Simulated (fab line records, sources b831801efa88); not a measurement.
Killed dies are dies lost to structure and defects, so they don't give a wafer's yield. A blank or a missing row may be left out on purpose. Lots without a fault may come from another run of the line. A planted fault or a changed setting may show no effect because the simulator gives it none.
Which tool did it? | flow gf180mcu | 13 lots, 39 wafers sampled, at 5 steps of a route of 602

WHAT THE GAUGES READ, wafer by wafer
GF_V4_THK_MEAS_01. Usual: V4_CVD_00_THK 600 nm, standard deviation 6.1.
lot  | measured     | on            | V4_CVD_00_THK (nm) | flag
L511 | day 23 04:31 | film_metro-01 | 596 606 599        |
L512 | day 23 09:40 | film_metro-01 | 600 596 593        |
L515 | day 24 21:06 | film_metro-03 | 597 600 601        |
L516 | day 25 16:07 | film_metro-01 | 591 596 602        |
L517 | day 26 04:11 | film_metro-04 | 600 599 599        |
L519 | day 26 13:53 | film_metro-04 | 611 599 611        |
L518 | day 26 16:35 | film_metro-01 | 310 310 309        | OFF
L520 | day 27 05:34 | film_metro-04 | 601 598 594        |
L522 | day 27 10:03 | film_metro-03 | 298 298 289        | OFF
L524 | day 27 22:48 | film_metro-01 | 293 303 302        | OFF
L532 | day 29 22:33 | film_metro-04 | 598 599 598        |
L533 | day 30 05:09 | film_metro-03 | 590 590 594        |
L534 | day 30 10:44 | film_metro-01 | 599 597 596        |

GF_V4_THK_MEAS_03. Usual: V4_CVD_02_THK 846 nm, standard deviation 9.7.
lot  | measured     | on            | V4_CVD_02_THK (nm) | flag
L511 | day 23 04:38 | film_metro-03 | 857 842 836        |
L512 | day 23 09:49 | film_metro-04 | 839 850 849        |
L515 | day 24 21:14 | film_metro-01 | 841 825 843        |
L516 | day 25 16:15 | film_metro-04 | 845 856 860        |
L517 | day 26 04:19 | film_metro-01 | 850 845 862        |
L519 | day 26 14:01 | film_metro-04 | 847 872 864        |
L518 | day 26 16:43 | film_metro-03 | 846 861 868        |
L520 | day 27 05:41 | film_metro-03 | 843 856 859        |
L522 | day 27 10:11 | film_metro-03 | 842 839 840        |
L524 | day 27 22:56 | film_metro-04 | 851 849 845        |
L532 | day 29 22:41 | film_metro-03 | 850 854 863        |
L533 | day 30 05:17 | film_metro-01 | 845 856 856        |
L534 | day 30 10:52 | film_metro-01 | 843 852 856        |

WHICH TOOL RAN EACH LOT (tool, then ch and the chambers of the sampled wafers, then the start)
lot  | GF_V3_CVD_23                  | GF_M4_SPUTTER_00             | GF_V4_CVD_00
L511 | cvd_w-01 ch 0,1, day 22 03:17 | pvd_sputter-01, day 22 03:50 | hdpcvd-01 ch 0,1,2, day 23 04:26
L512 | cvd_w-02 ch 0,1, day 22 08:43 | pvd_sputter-01, day 22 09:16 | hdpcvd-02 ch 0,1,2, day 23 09:35
L515 | cvd_w-02 ch 0,1, day 23 21:37 | pvd_sputter-04, day 23 22:13 | hdpcvd-02 ch 0,1,2, day 24 21:02
L516 | cvd_w-01 ch 1, day 24 17:31   | pvd_sputter-01, day 24 18:07 | hdpcvd-01 ch 0,2, day 25 16:02
L517 | cvd_w-01 ch 0,1, day 25 05:40 | pvd_sputter-03, day 25 06:16 | hdpcvd-01 ch 1,2, day 26 04:07
L519 | cvd_w-02 ch 1, day 25 15:10   | pvd_sputter-03, day 25 15:46 | hdpcvd-01 ch 0,1, day 26 13:48
L518 | cvd_w-02 ch 1, day 25 18:05   | pvd_sputter-04, day 25 18:41 | hdpcvd-01 ch 0,2, day 26 16:31
L520 | cvd_w-02 ch 0,1, day 26 07:43 | pvd_sputter-01, day 26 08:16 | hdpcvd-02 ch 1,2, day 27 05:28
L522 | cvd_w-02 ch 0,1, day 26 12:39 | pvd_sputter-04, day 26 13:12 | hdpcvd-01 ch 0,1,2, day 27 09:58
L524 | cvd_w-02 ch 0,1, day 27 00:48 | pvd_sputter-01, day 27 01:21 | hdpcvd-01 ch 0,1,2, day 27 22:44
L532 | cvd_w-01 ch 0, day 29 02:34   | pvd_sputter-01, day 29 03:09 | hdpcvd-02 ch 0,2, day 29 22:29
L533 | cvd_w-02 ch 0,1, day 29 08:49 | pvd_sputter-01, day 29 09:24 | hdpcvd-02 ch 0,1, day 30 05:04
L534 | cvd_w-01 ch 0,1, day 29 15:29 | pvd_sputter-04, day 29 16:04 | hdpcvd-02 ch 1,2, day 30 10:40
- GF_V3_CVD_23: deposits W, target thk 350 nm, time 104.9 s.
- GF_M4_SPUTTER_00: material Ti, target thk 37.5 nm, time 150 s.
- GF_V4_CVD_00: deposits SiO2, target thk 600 nm, time 100 s.

WHAT THE TOOLS THEMSELVES READ (means of the sampled wafers that have a number; where no wafer has one, the mark that the record gives instead)
GF_V3_CVD_23. Usual: heater_power_w 819 W, standard deviation 100.
lot  | tool     | heater_power_w (W) | flag
L511 | cvd_w-01 | 822                |
L512 | cvd_w-02 | 800                |
L515 | cvd_w-02 | 808                |
L516 | cvd_w-01 | 990                |
L517 | cvd_w-01 | 831                |
L519 | cvd_w-02 | 702                |
L518 | cvd_w-02 | 710                |
L520 | cvd_w-02 | 762                |
L522 | cvd_w-02 | 810                |
L524 | cvd_w-02 | 803                |
L532 | cvd_w-01 | 775                |
L533 | cvd_w-02 | 765                |
L534 | cvd_w-01 | 907                |

GF_M4_SPUTTER_00. Usual: throttle_valve_pct 30.2 %, standard deviation 1.1.
lot  | tool           | throttle_valve_pct (%) | flag
L511 | pvd_sputter-01 | 31.3                   |
L512 | pvd_sputter-01 | 31.3                   |
L515 | pvd_sputter-04 | 30.1                   |
L516 | pvd_sputter-01 | 30.5                   |
L517 | pvd_sputter-03 | 30.1                   |
L519 | pvd_sputter-03 | 30.0                   |
L518 | pvd_sputter-04 | 29.6                   |
L520 | pvd_sputter-01 | 30.6                   |
L522 | pvd_sputter-04 | 29.6                   |
L524 | pvd_sputter-01 | 31.9                   |
L532 | pvd_sputter-01 | 32.0                   |
L533 | pvd_sputter-01 | 30.7                   |
L534 | pvd_sputter-04 | 29.6                   |

GF_V4_CVD_00. Usual: sih4_flow_sccm 60.03 sccm, standard deviation 0.17.
lot  | tool      | sih4_flow_sccm (sccm) | flag
L511 | hdpcvd-01 | 59.97                 |
L512 | hdpcvd-02 | 60.23                 |
L515 | hdpcvd-02 | 60.06                 |
L516 | hdpcvd-01 | 59.97                 |
L517 | hdpcvd-01 | 59.94                 |
L519 | hdpcvd-01 | 59.87                 |
L518 | hdpcvd-01 | 29.94                 | OFF
L520 | hdpcvd-02 | 60.18                 |
L522 | hdpcvd-01 | 29.97                 | OFF
L524 | hdpcvd-01 | 29.91                 | OFF
L532 | hdpcvd-02 | 59.98                 |
L533 | hdpcvd-02 | 60.11                 |
L534 | hdpcvd-02 | 59.92                 |

THE ANSWER, worked out from the rows above alone
Rule: a lot is off if the mean of its wafers that have a number lies more than 3 standard deviations from the usual mean. A lot without any number at a reading at which 4 lots or more have one is off too. The other lots that the step has rows for count as sound. The gauges are gone through in route order, then the tools' own readings, and for those a lot's mean is taken as printed above. The first step at which some lot is off is used, and at that step the reading that is off furthest; a lot without a number counts as furthest.
Off: L518, L522, L524, at GF_V4_THK_MEAS_01 (V4_CVD_00_THK).
A tool fits if, at a process step before that reading, it ran every lot that is off, and no sound lot after the first of them. The gauges at GF_V4_THK_MEAS_01 aren't tried: what is off there is off at GF_V4_CVD_00 too, on other tools, and a gauge's error can't cause that. One fits: hdpcvd-01 at GF_V4_CVD_00. Its last sound lot is L519 (day 26 13:48), its first lot that is off L518 (day 26 16:31): a fault that began between those two fits.
The tool's own readings at GF_V4_CVD_00 bear it out: on the lots that are off they differ by more than 5 times the standard deviation of the sound lots' means. sih4_flow_sccm reads 29.94 sccm there against 60.02 sccm on the sound lots.

WHAT THE SIMULATOR HAD PUT IN
Process parameter drift: hdpcvd-01, from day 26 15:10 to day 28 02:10, at GF_V4_CVD_00. Setting sih4_flow_sccm, moved by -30, from 60. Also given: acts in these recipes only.
Lots struck among those shown: L518, L522, L524. The rule above found the same.
